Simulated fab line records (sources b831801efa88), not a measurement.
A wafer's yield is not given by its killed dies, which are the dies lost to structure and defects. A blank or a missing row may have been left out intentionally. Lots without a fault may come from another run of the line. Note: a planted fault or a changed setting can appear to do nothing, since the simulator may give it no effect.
Matching of chambers	flow sky130	4 sister chambers for SKY_VIA2_ETCH_15 on rieDiel-02
The step etches SiO2 in C4F8/O2/Ar, stops on TiN, target depth 546 nm, time 84 s. 8 wafers are shown with their chamber, then 8 later ones without.

== WAFERS WITH THEIR CHAMBER ==
wafer	chamber	oesProductAu (a.u.)
L079.1	0	0.943
L079.3	2	0.936
L081.2	3	0.936
L081.3	0	0.941
L085.3	1	0.940
L085.4	3	0.936
L085.6	2	0.938
L089.1	1	0.941

== WAFERS WITH NO CHAMBER GIVEN ==
wafer	oesProductAu (a.u.)
L089.2	0.935
L089.3	0.929
L092.1	0.941
L092.2	0.943
L092.6	0.943
L097.1	0.931
L097.4	0.939
L097.5	0.945

== EACH ONE'S CHAMBER ==
wafer	from the rows above	in truth
L089.2	can't be placed: 3 or 2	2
L089.3	can't be placed: 3 or 2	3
L092.1	can't be placed: 1 or 0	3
L092.2	can't be placed: 0 or 1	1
L092.6	can't be placed: 0 or 1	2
L097.1	can't be placed: 3 or 2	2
L097.4	can't be placed: 1 or 2 or 3 or 0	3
L097.5	can't be placed: 0 or 1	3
Placed correctly: 0 of 8. Cannot be placed on the basis of these rows: 8; the candidates contain the true chamber in 5. Wrongly placed: 0.
How it was worked out, from the rows above alone: a wafer's distance from a chamber is the root of the sum, over the readings, of the square of ((its reading less the chamber's mean) divided by the reading's scatter). The wafer belongs to the nearest chamber; if the next one is less than 2 further off, it can't be placed. A chamber's mean is the mean of its shown wafers. The scatter: take each reading less its chamber's mean, square it, sum over the shown wafers, divide by the number of wafers less the number of chambers, and take the root.
